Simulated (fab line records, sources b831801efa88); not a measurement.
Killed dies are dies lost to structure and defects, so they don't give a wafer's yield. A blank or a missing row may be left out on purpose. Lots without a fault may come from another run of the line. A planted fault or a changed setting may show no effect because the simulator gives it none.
fab line records | flow sky130
record lots=24 wafers=72 last_day=50
route steps=708 shown VT_ADJUST_HVTP@93 SONOS_ONO@171 METAL3@564 VIA3@593 METAL4@598 PAD_OPEN@702
lots that met no fault: from a run of the same line without faults
start_h: hours from the record's first day to the start of the lot's first wafer shown | wait_h: hours since the lot's step before | " the same as in the row above | L1.1+2: a row that stands for several wafers | - no value, or no start given | * or withheld: withheld | < > ~ a bound
route shown NAME@n: a module of which the file shows steps, and the number in the route of the first | usual: mean/standard deviation of fault-free wafers | same: alike in all rows | chamber/n: place in a boat | sites: the reading at each site | _std_site: their standard deviation | _edge_site: outer sites' mean less inner sites' | radius_mm: how far each site lies from the wafer's centre | mask NAME#n: copy n | behind: the tool/chamber that last shaped the wafer | hold: why the lot was held/for how many hours/how that ended | device: the transistor (n, p or np) that didn't switch | end of line: the same wafers' tests at the end of the route | a step without rows: its recipe alone | killed: dies lost to structure and defects at the first sort, not the wafer's yield | map: a wafer's dies, x killed, . not, _ none there
set.NAME: the setting as run; set.NAME@STEP: as run at that earlier step | model.NAME: the simulator's own value behind a step, which no gauge read
steps of the route over a sample of lots; a table a step, a row a wafer
services: from which hour (start_h, from the record's first day; less than 0 if before it) a tool's chamber was out of use, for how many hours, and why
## steps
# step SKY_VT_ADJUST_HVTP_OVL_MEAS_08
# usual VT_ADJUST_HVTP_OVL=-2.1/1.3
# columns lot.wafer tool chamber start_h wait_h VT_ADJUST_HVTP_OVL[nm]
L074.1 overlay-02 - 119.16 0.1 -1.0
L074.2 " - " " -0.8
L074.5 " - " " 0.8
L075.1 overlay-01 - 127.71 0.1 -3.8
L075.2 " - " " -1.8
L075.3 " - " " -2.1
L076.1 overlay-02 - 132.81 0.1 -3.0
L076.2 " - " " -3.6
L076.4 " - " " -2.4
L077.3 overlay-02 - 140.85 0.1 -3.3
L077.5 " - " " -2.3
L077.6 " - " " -2.2
L079.2 overlay-01 - 156.04 0.1 -2.3
L079.4 " - " " -5.2
L079.5 " - " " -3.7
L078.1 overlay-02 - 156.54 0.1 -0.5
L078.3 " - " " -2.2
L078.4 " - " " -1.8
L080.2 overlay-01 - 173.29 0.1 -1.0
L080.4 " - " " -0.2
L080.5 " - " " -2.7
L081.1 overlay-01 - 173.59 0.1 -2.2
L081.3 " - " " -2.2
L081.6 " - " " -2.2
L082.1 overlay-02 - 183.38 0.1 -3.1
L082.4 " - " " -3.8
L082.5 " - " " -3.2
L083.3 overlay-02 - 188.14 0.1 -1.3
L083.4 " - " " -0.9
L083.6 " - " " -3.2
L084.3 overlay-01 - 198.45 0.1 -3.0
L084.4 " - " " -5.0
L084.6 " - " " -2.4
L086.1 overlay-01 - 202.08 0.1 -3.3
L086.2 " - " " -1.7
L086.6 " - " " -2.2
L085.1 overlay-01 - 202.39 0.1 -0.8
L085.5 " - " " 0.6
L085.6 " - " " -0.8
L087.1 overlay-02 - 205.33 0.1 -2.0
L087.2 " - " " -2.0
L087.6 " - " " -1.6
L089.1 overlay-02 - 214.64 0.1 -4.2
L089.4 " - " " -3.9
L089.5 " - " " -3.6
L088.1 overlay-01 - 215.38 0.1 -1.4
L088.2 " - " " -2.7
L088.5 " - " " -2.3
L090.1 overlay-01 - 226.74 0.1 -1.4
L090.2 " - " " -3.9
L090.3 " - " " -3.4
L091.1 overlay-01 - 230.16 0.1 -1.1
L091.2 " - " " -3.2
L091.4 " - " " -3.2
L092.1 overlay-01 - 234.94 0.1 -1.8
L092.2 " - " " -2.2
L092.5 " - " " -1.2
L093.2 overlay-01 - 241.91 0.1 -1.9
L093.3 " - " " -1.5
L093.6 " - " " -1.9
L094.3 overlay-01 - 248.60 0.1 -1.1
L094.5 " - " " -1.5
L094.6 " - " " -1.3
L095.2 overlay-01 - 255.66 0.1 -2.2
L095.3 " - " " -1.7
L095.6 " - " " -2.5
L096.1 overlay-01 - 262.88 0.1 -1.4
L096.3 " - " " 0.2
L096.5 " - " " 0.7
L097.2 overlay-02 - 271.04 0.1 1.0
L097.3 " - " " 0.9
L097.5 " - " " -1.6
# step SKY_SONOS_ONO_THK_MEAS_03
# recipe reads=Si3N4_of_SONOS_ONO_CVD_02
# usual SONOS_ONO_CVD_02_THK=10.48/0.13
# columns lot.wafer tool chamber start_h wait_h SONOS_ONO_CVD_02_THK[nm]
L074.1 film_metro-02 - 250.91 0.0 10.50
L074.2 " - " " 10.35
L074.5 " - " " 10.55
L075.1 film_metro-02 - 263.76 0.0 10.47
L075.2 " - " " 10.53
L075.3 " - " " 10.46
L076.1 film_metro-03 - 268.01 0.0 10.71
L076.2 " - " " 10.84
L076.4 " - " " 10.71
L077.3 film_metro-02 - 279.55 0.0 10.51
L077.5 " - " " 10.55
L077.6 " - " " 10.42
L079.2 film_metro-02 - 295.72 0.0 10.57
L079.4 " - " " 10.67
L079.5 " - " " 10.57
L078.1 film_metro-02 - 303.02 0.0 10.37
L078.3 " - " " 10.21
L078.4 " - " " 10.27
L080.2 film_metro-04 - 319.85 0.0 10.57
L080.4 " - " " 10.57
L080.5 " - " " 10.55
L081.1 film_metro-04 - 320.89 0.0 10.47
L081.3 " - " " 10.35
L081.6 " - " " 10.25
L082.1 film_metro-02 - 334.53 0.0 10.60
L082.4 " - " " 10.62
L082.5 " - " " 10.69
L083.3 film_metro-03 - 339.05 0.0 10.57
L083.4 " - " " 10.67
L083.6 " - " " 10.57
L084.3 film_metro-04 - 355.21 0.0 10.17
L084.4 " - " " 10.17
L084.6 " - " " 10.24
L085.1 film_metro-03 - 358.58 0.0 10.50
L085.5 " - " " 10.51
L085.6 " - " " 10.47
L086.1 film_metro-04 - 358.58 0.0 10.56
L086.2 " - " " 10.51
L086.6 " - " " 10.45
L087.1 film_metro-02 - 367.02 0.0 10.55
L087.2 " - " " 10.81
L087.6 " - " " 10.52
L089.1 film_metro-02 - 372.62 0.0 10.48
L089.4 " - " " 10.32
L089.5 " - " " 10.39
L088.1 film_metro-02 - 376.66 0.0 10.47
L088.2 " - " " 10.42
L088.5 " - " " 10.43
L090.1 film_metro-02 - 393.34 0.0 10.40
L090.2 " - " " 10.34
L090.3 " - " " 10.42
L091.1 film_metro-04 - 396.20 0.0 10.61
L091.2 " - " " 10.51
L091.4 " - " " 10.54
L092.1 film_metro-02 - 400.39 0.0 10.60
L092.2 " - " " 10.49
L092.5 " - " " 10.65
L093.2 film_metro-04 - 409.04 0.0 10.48
L093.3 " - " " 10.66
L093.6 " - " " 10.42
L094.3 film_metro-02 - 416.83 0.0 10.46
L094.5 " - " " 10.39
L094.6 " - " " 10.51
L095.2 film_metro-02 - 421.32 0.0 10.36
L095.3 " - " " 10.34
L095.6 " - " " 10.49
L096.1 film_metro-04 - 432.36 0.0 10.34
L096.3 " - " " 10.38
L096.5 " - " " 10.39
L097.2 film_metro-03 - 441.60 0.0 10.67
L097.3 " - " " 10.47
L097.5 " - " " 10.55
# step SKY_METAL3_OVL_MEAS_14
# usual METAL3_OVL=0/4.4
# columns lot.wafer tool chamber start_h wait_h METAL3_OVL[nm]
L074.1 overlay-01 - 894.67 0.1 3
L074.2 " - " " 4
L074.5 " - " " 1
L075.1 overlay-02 - 912.97 0.1 2
L075.2 " - " " 1
L075.3 " - " " -1
L076.1 overlay-01 - 918.38 0.1 1
L076.2 " - " " 9
L076.4 " - " " 1
L077.3 overlay-01 - 921.08 0.1 1
L077.5 " - " " -2
L077.6 " - " " 6
L079.2 overlay-01 - 932.03 0.1 0
L079.4 " - " " -4
L079.5 " - " " -2
L078.1 overlay-02 - 944.57 0.1 -2
L078.3 " - " " -3
L078.4 " - " " 7
L080.2 overlay-01 - 956.28 0.1 7
L080.4 " - " " 4
L080.5 " - " " 6
L081.1 overlay-02 - 958.61 0.1 2
L081.3 " - " " 1
L081.6 " - " " 5
L082.1 overlay-02 - 972.33 0.1 -3
L082.4 " - " " 3
L082.5 " - " " -7
L083.3 overlay-01 - 977.53 0.1 -1
L083.4 " - " " -10
L083.6 " - " " -8
L084.3 overlay-02 - 989.82 0.1 1
L084.4 " - " " -5
L084.6 " - " " -5
L085.1 overlay-01 - 991.17 0.1 -6
L085.5 " - " " 1
L085.6 " - " " -1
L086.1 overlay-01 - 994.08 0.1 -6
L086.2 " - " " -3
L086.6 " - " " -9
L087.1 overlay-02 - 999.22 0.1 0
L087.2 " - " " 2
L087.6 " - " " 5
L089.1 overlay-02 - 1001.67 0.1 -2
L089.4 " - " " -13
L089.5 " - " " -2
L088.1 overlay-01 - 1005.26 0.1 -4
L088.2 " - " " -6
L088.5 " - " " 8
L090.1 overlay-01 - 1016.98 0.1 -7
L090.2 " - " " 3
L090.3 " - " " -2
L091.1 overlay-01 - 1022.61 0.1 0
L091.2 " - " " 1
L091.4 " - " " -3
L092.1 overlay-01 - 1026.37 0.1 3
L092.2 " - " " -3
L092.5 " - " " 5
L093.2 overlay-01 - 1029.11 0.1 2
L093.3 " - " " -4
L093.6 " - " " -2
L094.3 overlay-01 - 1032.84 0.1 7
L094.5 " - " " 13
L094.6 " - " " 4
L095.2 overlay-01 - 1039.58 0.1 -8
L095.3 " - " " 1
L095.6 " - " " -10
L096.1 overlay-01 - 1045.82 0.1 5
L096.3 " - " " -1
L096.5 " - " " 8
L097.2 overlay-02 - 1063.99 0.1 -1
L097.3 " - " " 4
L097.5 " - " " -2
# step SKY_VIA3_SPUTTER_20
# recipe material=TiN target_thk_nm=20 chamber_pressure_pa=5 power_w=4000 time_s=80
# usual throttle_valve_pct=29.9/1.2
# columns lot.wafer tool chamber start_h wait_h throttle_valve_pct
L074.1 pvd_sputter-03 - 922.06 0.0 29.8
L074.2 " - " " 28.0
L074.5 " - " " 29.7
L075.1 pvd_sputter-03 - 939.66 0.0 28.3
L075.2 " - " " 30.9
L075.3 " - " " 31.2
L076.1 pvd_sputter-04 - 945.63 0.0 28.5
L076.2 " - " " 32.0
L076.4 " - " " 28.7
L077.3 pvd_sputter-02 - 948.30 0.0 31.4
L077.5 " - " " 31.1
L077.6 " - " " 29.9
L079.2 pvd_sputter-04 - 958.46 0.0 31.9
L079.4 " - " " 28.6
L079.5 " - " " 28.3
L078.1 pvd_sputter-02 - 970.44 0.0 29.1
L078.3 " - " " 31.4
L078.4 " - " " 30.2
L080.2 pvd_sputter-03 - 982.26 0.0 30.8
L080.4 " - " " 31.5
L080.5 " - " " 29.5
L081.1 pvd_sputter-04 - 983.69 0.0 28.8
L081.3 " - " " 28.8
L081.6 " - " " 31.7
L082.1 pvd_sputter-02 - 997.55 0.0 31.3
L082.4 " - " " 29.8
L082.5 " - " " 31.4
L083.3 pvd_sputter-02 - 1003.08 0.0 31.6
L083.4 " - " " 29.4
L083.6 " - " " 31.5
L084.3 pvd_sputter-04 - 1014.84 0.0 31.9
L084.4 " - " " 28.3
L084.6 " - " " 28.9
L085.1 pvd_sputter-02 - 1016.95 0.0 30.2
L085.5 " - " " 29.9
L085.6 " - " " 30.2
L086.1 pvd_sputter-02 - 1019.42 0.0 29.1
L086.2 " - " " 29.7
L086.6 " - " " 29.2
L087.1 pvd_sputter-04 - 1024.72 0.0 28.6
L087.2 " - " " 28.5
L087.6 " - " " 31.8
L089.1 pvd_sputter-02 - 1026.95 0.0 30.1
L089.4 " - " " 31.3
L089.5 " - " " 29.9
L088.1 pvd_sputter-03 - 1030.54 0.0 29.7
L088.2 " - " " 28.3
L088.5 " - " " 31.0
L090.1 pvd_sputter-04 - 1042.43 0.0 31.9
L090.2 " - " " 28.6
L090.3 " - " " 28.5
L091.1 pvd_sputter-03 - 1047.34 0.0 28.1
L091.2 " - " " 31.4
L091.4 " - " " 30.9
L092.1 pvd_sputter-02 - 1050.90 0.0 29.4
L092.2 " - " " 31.6
L092.5 " - " " 30.3
L093.2 pvd_sputter-04 - 1053.43 0.0 28.7
L093.3 " - " " 28.5
L093.6 " - " " 28.5
L094.3 pvd_sputter-03 - 1057.52 0.0 28.1
L094.5 " - " " 28.1
L094.6 " - " " 29.8
L095.2 pvd_sputter-03 - 1063.94 0.0 31.0
L095.3 " - " " 30.7
L095.6 " - " " 31.3
L096.1 pvd_sputter-04 - 1070.44 0.0 28.4
L096.3 " - " " 31.8
L096.5 " - " " 28.5
L097.2 pvd_sputter-04 - 1088.17 0.0 28.5
L097.3 " - " " 31.9
L097.5 " - " " 29.0
# step SKY_METAL4_SPUTTER_00
# recipe material=Ti target_thk_nm=15 power_w=3000 time_s=10 chamber_pressure_pa=0.4
# usual throttle_valve_pct=30.1/1
# columns lot.wafer tool chamber start_h wait_h throttle_valve_pct
L074.1 pvd_sputter-01 - 923.42 0.2 30.5
L074.2 " - " " 29.8
L074.5 " - " " 31.5
L075.1 pvd_sputter-02 - 940.71 0.2 30.2
L075.2 " - " " 31.2
L075.3 " - " " 29.5
L076.1 pvd_sputter-03 - 946.29 0.1 31.3
L076.2 " - " " 29.8
L076.4 " - " " 30.9
L077.3 pvd_sputter-01 - 948.96 0.2 28.3
L077.5 " - " " 30.7
L077.6 " - " " 28.4
L079.2 pvd_sputter-02 - 959.12 0.1 30.0
L079.4 " - " " 31.3
L079.5 " - " " 29.3
L078.1 pvd_sputter-03 - 971.11 0.1 31.1
L078.3 " - " " 28.4
L078.4 " - " " 30.8
L080.2 pvd_sputter-02 - 982.93 0.1 29.4
L080.4 " - " " 29.9
L080.5 " - " " 29.4
L081.1 pvd_sputter-01 - 984.35 0.1 31.2
L081.3 " - " " 30.6
L081.6 " - " " 29.9
L082.1 pvd_sputter-02 - 998.33 0.1 31.3
L082.4 " - " " 29.7
L082.5 " - " " 29.8
L083.3 pvd_sputter-01 - 1003.75 0.2 31.4
L083.4 " - " " 28.3
L083.6 " - " " 31.2
L084.3 pvd_sputter-03 - 1015.50 0.2 28.3
L084.4 " - " " 29.5
L084.6 " - " " 28.1
L085.1 pvd_sputter-03 - 1017.62 0.1 29.7
L085.5 " - " " 28.5
L085.6 " - " " 29.6
L086.1 pvd_sputter-03 - 1020.08 0.2 29.4
L086.2 " - " " 28.5
L086.6 " - " " 28.2
L087.1 pvd_sputter-02 - 1026.15 0.1 30.1
L087.2 " - " " 29.8
L087.6 " - " " 30.1
L089.1 pvd_sputter-03 - 1027.62 0.1 28.3
L089.4 " - " " 31.3
L089.5 " - " " 28.0
L088.1 pvd_sputter-02 - 1031.21 0.1 30.2
L088.2 " - " " 29.9
L088.5 " - " " 29.9
L090.1 pvd_sputter-02 - 1043.09 0.2 29.9
L090.2 " - " " 31.3
L090.3 " - " " 29.8
L091.1 pvd_sputter-01 - 1048.00 0.2 29.5
L091.2 " - " " 31.3
L091.4 " - " " 28.4
L092.1 pvd_sputter-02 - 1051.57 0.1 31.5
L092.2 " - " " 30.2
L092.5 " - " " 30.2
L093.2 pvd_sputter-02 - 1054.22 0.1 30.1
L093.3 " - " " 29.6
L093.6 " - " " 30.0
L094.3 pvd_sputter-02 - 1058.30 0.2 29.3
L094.5 " - " " 29.5
L094.6 " - " " 30.0
L095.2 pvd_sputter-01 - 1064.61 0.2 30.5
L095.3 " - " " 29.7
L095.6 " - " " 30.5
L096.1 pvd_sputter-03 - 1071.11 0.1 31.3
L096.3 " - " " 29.6
L096.5 " - " " 30.9
L097.2 pvd_sputter-01 - 1088.83 0.2 31.2
L097.3 " - " " 29.9
L097.5 " - " " 28.5
# step SKY_PAD_OPEN_STRIP_08
# recipe chemistry=O2/N2 power_w=1400 pressure_mtorr=1500 platen_temp_c=withheld overash_fraction=0.7 o2_flow_sccm=3000 n2_flow_sccm=300
# usual drypump_motor_current_A=5.7/0.44 n2_flow_sccm=299.7/0.85 oes_product_au=0.663/0.0045 strip_time_to_endpoint_s=37.05/0.082
# columns lot.wafer tool chamber start_h wait_h drypump_motor_current_A n2_flow_sccm oes_product_au rf_hours_counter_h strip_time_to_endpoint_s
L074.1 plasma_asher-03 1 1066.86 0.1 5.9 297.7 0.660 0 37.04
L074.2 " 0 " " 5.0 300.7 0.658 0 37.11
L074.5 " 0 " " 5.0 300.4 0.665 - 36.98
L075.1 plasma_asher-03 1 1078.16 0.1 5.9 299.6 0.657 2 37.01
L075.2 " 0 " " 5.0 300.4 0.664 2 37.08
L075.3 " 0 " " 4.9 299.4 0.668 - 36.96
L076.1 plasma_asher-03 0 1085.59 0.1 5.0 299.9 0.658 3 37.06
L076.2 " 1 " " 5.8 300.0 0.663 3 37.18
L076.4 " 0 " " 5.0 301.7 0.664 - 37.03
L077.3 plasma_asher-03 1 1088.84 0.2 5.8 299.8 0.663 - 37.06
L077.5 " 0 " " 5.0 300.5 0.660 - 37.04
L077.6 " 1 " " 5.8 300.1 0.664 - 37.04
L079.2 plasma_asher-02 0 1097.27 0.1 6.2 301.7 0.667 65 36.96
L079.4 " 0 " " 6.3 301.0 0.664 - 37.05
L079.5 " 0 " " 6.2 300.8 0.662 - 37.03
L078.1 plasma_asher-03 1 1109.67 0.1 5.8 298.2 0.671 5 37.18
L078.3 " 1 " " 5.8 300.1 0.660 - 37.12
L078.4 " 0 " " 5.0 299.2 0.657 - 37.17
L080.2 plasma_asher-02 0 1116.77 0.1 6.2 300.9 0.661 67 36.95
L080.4 " 1 " " 5.4 300.4 0.671 - 37.11
L080.5 " 0 " " 6.2 300.2 0.662 - 36.98
L081.1 plasma_asher-02 1 1118.27 0.1 5.5 300.6 0.672 67 37.01
L081.3 " 1 " " 5.5 300.2 0.664 - 36.85
L081.6 " 0 " " 6.2 300.0 0.656 - 36.98
L082.1 plasma_asher-01 1 1129.47 0.1 6.1 299.4 0.664 38 37.12
L082.4 " 1 " " 6.2 299.2 0.668 - 37.14
L082.5 " 1 " " 6.1 300.5 0.666 - 37.08
L083.3 plasma_asher-02 1 1137.16 0.1 5.4 299.9 0.662 - 37.06
L083.4 " 0 " " 6.1 299.5 0.657 - 37.04
L083.6 " 1 " " 5.4 300.7 0.663 - 37.04
L084.3 plasma_asher-01 1 1143.93 0.1 6.2 299.6 0.658 - 37.02
L084.4 " 0 " " 5.7 298.8 0.664 - 37.06
L084.6 " 1 " " 6.1 299.2 0.665 - 37.11
L085.1 plasma_asher-01 0 1147.26 0.1 5.7 299.6 0.665 39 37.06
L085.5 " 1 " " 6.1 299.6 0.665 - 37.11
L085.6 " 0 " " 5.7 300.2 0.672 - 37.16
L086.1 plasma_asher-01 1 1150.91 0.1 6.2 299.8 0.662 40 37.08
L086.2 " 0 " " 5.7 300.1 0.660 40 37.11
L086.6 " 1 " " 6.2 300.4 0.665 - 37.07
L087.1 plasma_asher-03 1 1154.29 0.1 5.8 298.5 0.667 10 37.07
L087.2 " 0 " " 5.0 300.5 0.666 10 36.89
L087.6 " 1 " " 5.8 298.5 0.669 - 37.02
L089.1 plasma_asher-03 0 1155.29 0.1 5.0 299.0 0.659 10 36.98
L089.4 " 0 " " 5.0 299.0 0.662 - 37.02
L089.5 " 0 " " 5.0 298.9 0.673 - 37.03
L088.1 plasma_asher-01 0 1158.61 0.1 5.7 299.9 0.670 41 37.04
L088.2 " 1 " " 6.1 298.7 0.668 41 37.08
L088.5 " 1 " " 6.1 299.5 0.662 - 37.13
L090.1 plasma_asher-02 1 1167.41 0.1 5.4 298.7 0.659 71 37.06
L090.2 " 0 " " 6.2 299.9 0.666 71 37.17
L090.3 " 0 " " 6.2 299.4 0.660 - 36.93
L091.1 plasma_asher-02 0 1171.67 0.1 6.2 299.2 0.664 71 36.97
L091.2 " 1 " " 5.4 299.6 0.662 71 37.01
L091.4 " 1 " " 5.4 299.6 0.664 - 37.00
L092.1 plasma_asher-03 0 1173.37 0.1 5.0 300.6 0.663 12 37.15
L092.2 " 1 " " 5.8 300.9 0.664 12 37.13
L092.5 " 0 " " 5.0 300.2 0.664 - 37.09
L093.2 plasma_asher-02 1 1175.87 0.1 5.4 299.4 0.661 72 37.06
L093.3 " 1 " " 5.5 299.0 0.661 - 37.04
L093.6 " 0 " " 6.2 299.5 0.658 - 37.08
L094.3 plasma_asher-02 1 1176.68 0.1 5.4 298.8 0.659 - 37.12
L094.5 " 1 " " 5.4 299.6 0.666 - 37.18
L094.6 " 0 " " 6.2 300.5 0.671 - 37.10
L095.2 plasma_asher-02 0 1182.79 0.1 6.2 299.0 0.666 73 37.02
L095.3 " 1 " " 5.4 299.5 0.668 - 36.97
L095.6 " 1 " " 5.4 300.3 0.666 - 36.95
L096.1 plasma_asher-01 0 1189.42 0.1 5.7 299.9 0.655 43 36.94
L096.3 " 0 " " 5.7 299.8 0.660 - 37.04
L096.5 " 0 " " 5.7 298.3 0.659 - 37.10
L097.2 plasma_asher-03 0 1199.91 0.1 5.0 301.2 0.671 14 36.91
L097.3 " 1 " " 5.9 300.1 0.670 - 36.89
L097.5 " 1 " " 5.9 300.7 0.661 - 36.96
## services
# columns tool chamber start_h hours kind
pvd_sputter-03 - 951.90 0.8 repair
pvd_sputter-04 - 953.45 2.4 repair
pvd_sputter-03 - 964.66 6.2 repair
plasma_asher-01 - 1009.62 2.8 pm
pvd_sputter-02 - 1019.72 1.9 repair
pvd_sputter-02 3 1026.30 - consumable_replace:kit
pvd_sputter-02 3 1026.30 18.0 scheduled_down
pvd_sputter-02 3 1026.30 18.0 vent_cycle
plasma_asher-03 - 1029.53 2.1 repair
plasma_asher-03 - 1055.25 9.0 pm
plasma_asher-01 - 1069.00 4.1 repair
plasma_asher-02 - 1074.96 18.7 repair
pvd_sputter-02 - 1079.61 3.6 repair
plasma_asher-02 - 1106.93 0.6 repair
pvd_sputter-03 - 1108.67 12.4 repair
pvd_sputter-02 2 1116.98 - consumable_replace:kit
plasma_asher-02 - 1128.69 4.8 repair
plasma_asher-01 - 1130.91 1.2 repair
plasma_asher-01 - 1154.22 1.1 repair
pvd_sputter-04 - 1162.91 0.5 repair
pvd_sputter-02 - 1163.28 3.8 repair
plasma_asher-01 - 1170.86 1.9 repair
pvd_sputter-01 - 1177.47 10.7 repair
pvd_sputter-02 - 1194.12 8.3 repair
## key
fault none
